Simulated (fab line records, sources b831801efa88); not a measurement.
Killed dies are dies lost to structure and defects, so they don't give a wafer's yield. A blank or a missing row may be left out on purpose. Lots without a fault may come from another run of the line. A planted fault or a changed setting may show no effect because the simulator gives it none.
A struck lot beside a sound one | flow sky130 | 14 steps out of a route of 708
Sound: wafers L705.1, L705.2, L705.4. Struck: wafers L709.2, L709.4, L709.5. The cause comes at the end.
At each step with rows: each side's tool, then ch and its chambers, then its first start. Under that, the readings that differ: sound wafers | struck wafers | difference of the means | sigmas: that difference in standard deviations of wafers without a fault.
alike: readings whose means differ by less than 2 such deviations, and words and numbers that are the same on both sides. not compared: withheld readings, readings that some wafer has no value for, bounds like >300 that may hide the same value, and numbers for which the record gives no deviation and whose values overlap.
The two part at a step that has a row with sigmas, a row that says differs or no value, or rows on one side only. Numbers that don't overlap but have no deviation are shown without sigmas and don't part them. A reading that every wafer of one side lacks parts them only if that side has two wafers or more.

SKY_METAL1_SPUTTER_02: material AlCu, target thk 250 nm, time 13.3 s.
  sound on pvd_sputter-02, day 33 11:50; struck on pvd_sputter-02, day 34 20:19
  alike: throttle_valve_pct
SKY_METAL1_SPUTTER_03: material Ti, target thk 5 nm, time 3.3 s.
  sound on pvd_sputter-02, day 33 11:51; struck on pvd_sputter-02, day 34 20:20
  alike: throttle_valve_pct
SKY_METAL1_SPUTTER_04: material TiN, target thk 70 nm, time 58.3 s.
  sound on pvd_sputter-02, day 33 11:52; struck on pvd_sputter-02, day 34 20:21
  alike: throttle_valve_pct
SKY_METAL1_RS_MEAS_05: measures by four-point-probe.
  sound on film_metro-03, day 33 11:55; struck on film_metro-04, day 34 20:25
  alike: METAL1_ALCU_RS
SKY_METAL1_THK_MEAS_06: measures by xrf.
  sound on film_metro-03, day 33 12:02; struck on film_metro-04, day 34 20:32
  alike: METAL1_ALCU_THK
then, 7 steps without rows for these wafers: SKY_METAL1_DEHYDRATE_07 (time 60 s); SKY_METAL1_HMDS_08 (prime time 60 s); SKY_METAL1_COAT_09 (resist thk 60 nm); SKY_METAL1_COAT_10 (resist thk 450 nm); SKY_METAL1_SOFTBAKE_11 (time 87.15 s); SKY_METAL1_EXPOSE_12 (exposes mask MM1, target cd 140 nm); SKY_METAL1_PEB_13.
SKY_METAL1_DEVELOP_14: develop time 60 s.
  sound on litho_track-02 ch 0, day 34 13:00; struck on litho_track-02, day 35 23:00
  no value came back on the struck wafers for chill_plate_temp_C (C), develop_time_s (s); on the sound wafers chill_plate_temp_C (C) reads 22.96 22.95 22.87
  reading                                       | sound             | struck            | difference | sigmas
  model.KrF-thick_of_METAL1_COAT_10.thk_nm (nm) | 435.6 433.8 435.9 | 449.2 450.2 449.2 | +14.4      |
SKY_METAL1_CD_MEAS_15: target cd 140 nm.
  sound on cd_sem-01, day 34 14:01; struck on cd_sem-02, day 35 23:17
  reading    | sound             | struck | difference                    | sigmas
  cd_nm (nm) | 139.4 137.9 137.4 | - - -  | no value on the struck wafers |

WHERE THEY PART
First at SKY_METAL1_DEVELOP_14; last, within this record, at SKY_METAL1_CD_MEAS_15.

WHY: what the simulator had put in
Skipped step whole: litho_track-02, from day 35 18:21 on, at SKY_METAL1_DEVELOP_14. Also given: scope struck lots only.
